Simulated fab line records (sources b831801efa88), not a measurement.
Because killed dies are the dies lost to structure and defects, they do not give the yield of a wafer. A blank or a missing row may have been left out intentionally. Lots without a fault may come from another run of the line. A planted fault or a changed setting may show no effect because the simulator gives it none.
Chamber matching || flow gf180mcu || rieDiel-03 running GF_V3_ETCH_16: 4 sister chambers
The step etches BARC in N2/H2. 8 wafers are shown with their chamber, then 8 later ones without.

== WAFERS WITH THEIR CHAMBER ==
{"wafer": "L075.2", "chamber": 2, "drypumpMotorCurrentA (A)": 5.6, "throttleValvePct (%)": 13.218}
{"wafer": "L075.5", "chamber": 3, "drypumpMotorCurrentA (A)": 5.9, "throttleValvePct (%)": 13.232}
{"wafer": "L081.4", "chamber": 0, "drypumpMotorCurrentA (A)": 6.5, "throttleValvePct (%)": 13.226}
{"wafer": "L081.6", "chamber": 1, "drypumpMotorCurrentA (A)": 5.3, "throttleValvePct (%)": 13.221}
{"wafer": "L082.1", "chamber": 2, "drypumpMotorCurrentA (A)": 5.5, "throttleValvePct (%)": 13.237}
{"wafer": "L082.2", "chamber": 1, "drypumpMotorCurrentA (A)": 5.2, "throttleValvePct (%)": 13.212}
{"wafer": "L082.3", "chamber": 3, "drypumpMotorCurrentA (A)": 6.0, "throttleValvePct (%)": 13.213}
{"wafer": "L082.4", "chamber": 0, "drypumpMotorCurrentA (A)": 6.5, "throttleValvePct (%)": 13.206}

== WAFERS WITH NO CHAMBER GIVEN ==
{"wafer": "L082.5", "drypumpMotorCurrentA (A)": 6.5, "throttleValvePct (%)": 13.235}
{"wafer": "L082.6", "drypumpMotorCurrentA (A)": 6.0, "throttleValvePct (%)": 13.227}
{"wafer": "L087.1", "drypumpMotorCurrentA (A)": 5.3, "throttleValvePct (%)": 13.238}
{"wafer": "L087.3", "drypumpMotorCurrentA (A)": 5.9, "throttleValvePct (%)": 13.245}
{"wafer": "L087.6", "drypumpMotorCurrentA (A)": 5.2, "throttleValvePct (%)": 13.224}
{"wafer": "L093.1", "drypumpMotorCurrentA (A)": 5.9, "throttleValvePct (%)": 13.227}
{"wafer": "L093.5", "drypumpMotorCurrentA (A)": 5.6, "throttleValvePct (%)": 13.221}
{"wafer": "L093.6", "drypumpMotorCurrentA (A)": 5.3, "throttleValvePct (%)": 13.231}

== THE CHAMBER EACH PASSED THROUGH ==
{"wafer": "L082.5", "from the rows above": 0, "in truth": 0}
{"wafer": "L082.6", "from the rows above": 3, "in truth": 3}
{"wafer": "L087.1", "from the rows above": 1, "in truth": 1}
{"wafer": "L087.3", "from the rows above": 3, "in truth": 3}
{"wafer": "L087.6", "from the rows above": 1, "in truth": 1}
{"wafer": "L093.1", "from the rows above": 3, "in truth": 3}
{"wafer": "L093.5", "from the rows above": 2, "in truth": 2}
{"wafer": "L093.6", "from the rows above": 1, "in truth": 1}
Correct placement for 8 of the 8. Number that these rows cannot place: 0. Placed wrongly: 0.
How it was worked out, from the rows above alone: a wafer's distance from a chamber is the root of the sum, over the readings, of the square of ((its reading less the chamber's mean) divided by the reading's scatter). The wafer belongs to the nearest chamber; if the next one is less than 2 further off, it can't be placed. A chamber's mean is the mean of its shown wafers. The scatter: the root of (the sum of the squares of (reading less its chamber's mean) over the shown wafers, divided by (wafers less chambers)).
